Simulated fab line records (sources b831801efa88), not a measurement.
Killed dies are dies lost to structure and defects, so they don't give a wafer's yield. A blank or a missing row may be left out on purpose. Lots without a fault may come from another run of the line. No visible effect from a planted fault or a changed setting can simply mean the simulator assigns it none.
Tool commonality check    flow gf180mcu    Lots sampled 14, wafers sampled 42

WHAT PROMPTED THE OPENING
At GF_HV_LDD_CD_MEAS_19 the reading cdNm is flagged on 2 of 14 lots. Wafers without a fault read 399.8 nm, standard deviation 2.2.
Rule: a lot gets a flag if all its wafers with a number sit over 4 standard deviations from that mean, or if no wafer of it has a number. The rest of the lots are taken to be sound.

lot   measured      on        cdNm (nm), wafer by wafer  flag
L462  day 10 18:26  cdSem-02  398.9 397.8 398.4          
L464  day 11 11:37  cdSem-02  397.9 396.7 397.9          
L465  day 11 17:44  cdSem-01  399.0 397.4 399.3          
L466  day 12 00:50  cdSem-02  397.4 397.5 398.5          
L467  day 12 07:37  cdSem-02  402.2 400.3 400.7          
L468  day 12 20:37  cdSem-02  394.2 393.0 396.3          
L469  day 13 09:40  cdSem-01  402.6 404.2 403.4          
L471  day 13 17:49  cdSem-01  347.2 345.6 347.9          FLAGGED
L472  day 14 02:07  cdSem-02  348.9 350.8 351.4          FLAGGED
L477  day 15 15:24  cdSem-01  397.0 398.9 399.1          
L479  day 16 07:25  cdSem-02  398.7 399.9 400.5          
L480  day 16 09:56  cdSem-02  400.2 400.6 398.7          
L483  day 17 13:20  cdSem-01  397.5 399.9 400.4          
L484  day 17 21:34  cdSem-01  397.1 398.0 397.0          
On average the flagged lots' numbers are 348.6 nm, which is -51.2 nm against the usual, or -23 standard deviations.

LOT BY LOT: THE TOOL USED
The record holds 1 process step before the reading, out of a route of 602 steps. Every cell lists first the tool, next ch and the chambers used by the sampled wafers, and last the start.
lot   flag     GF_HV_LDD_DEVELOP_18
L462           lithoTrack-01 ch 0, day 10 18:17
L464           lithoTrack-02 ch 0, day 11 11:28
L465           lithoTrack-03 ch 0, day 11 17:35
L466           lithoTrack-02 ch 0, day 12 00:41
L467           lithoTrack-02 ch 0, day 12 07:28
L468           lithoTrack-02 ch 0, day 12 20:28
L469           lithoTrack-01 ch 0, day 13 09:31
L471  FLAGGED  lithoTrack-02 ch 0, day 13 17:40
L472  FLAGGED  lithoTrack-02 ch 0, day 14 01:58
L477           lithoTrack-01 ch 0, day 15 15:16
L479           lithoTrack-02 ch 0, day 16 07:16
L480           lithoTrack-03 ch 0, day 16 09:48
L483           lithoTrack-01 ch 0, day 17 13:11
L484           lithoTrack-03 ch 0, day 17 21:25
What the steps here do:
- GF_HV_LDD_DEVELOP_18: develop time 60 s.
- GF_HV_LDD_CD_MEAS_19: target cd 400 nm.

FLAGGED OVER TOTAL, TOOL BY TOOL (the gauges that took the reading come last)
step                  tool           lots run  flagged  share of the flagged lots  sound lots run after its first flagged lot
GF_HV_LDD_DEVELOP_18  lithoTrack-01  4         0        none                       -
GF_HV_LDD_DEVELOP_18  lithoTrack-02  7         2        all                        1 (L479)
GF_HV_LDD_DEVELOP_18  lithoTrack-03  3         0        none                       -
GF_HV_LDD_CD_MEAS_19  cdSem-01       6         1        some                       3 (L477,L483,L484)
GF_HV_LDD_CD_MEAS_19  cdSem-02       8         1        some                       2 (L479,L480)

THE TABLE: WHAT IT ALLOWS
1 row of the table ran every flagged lot: lithoTrack-02 at GF_HV_LDD_DEVELOP_18.
- lithoTrack-02 at GF_HV_LDD_DEVELOP_18: 2 of its 7 lots flagged. Sound lots ran on it after the first flagged one (L479), which a lasting fault on the whole tool wouldn't allow.
There is no row in the table that ran each flagged lot and no sound lot after the first.

WHAT THE SIMULATOR PUT IN
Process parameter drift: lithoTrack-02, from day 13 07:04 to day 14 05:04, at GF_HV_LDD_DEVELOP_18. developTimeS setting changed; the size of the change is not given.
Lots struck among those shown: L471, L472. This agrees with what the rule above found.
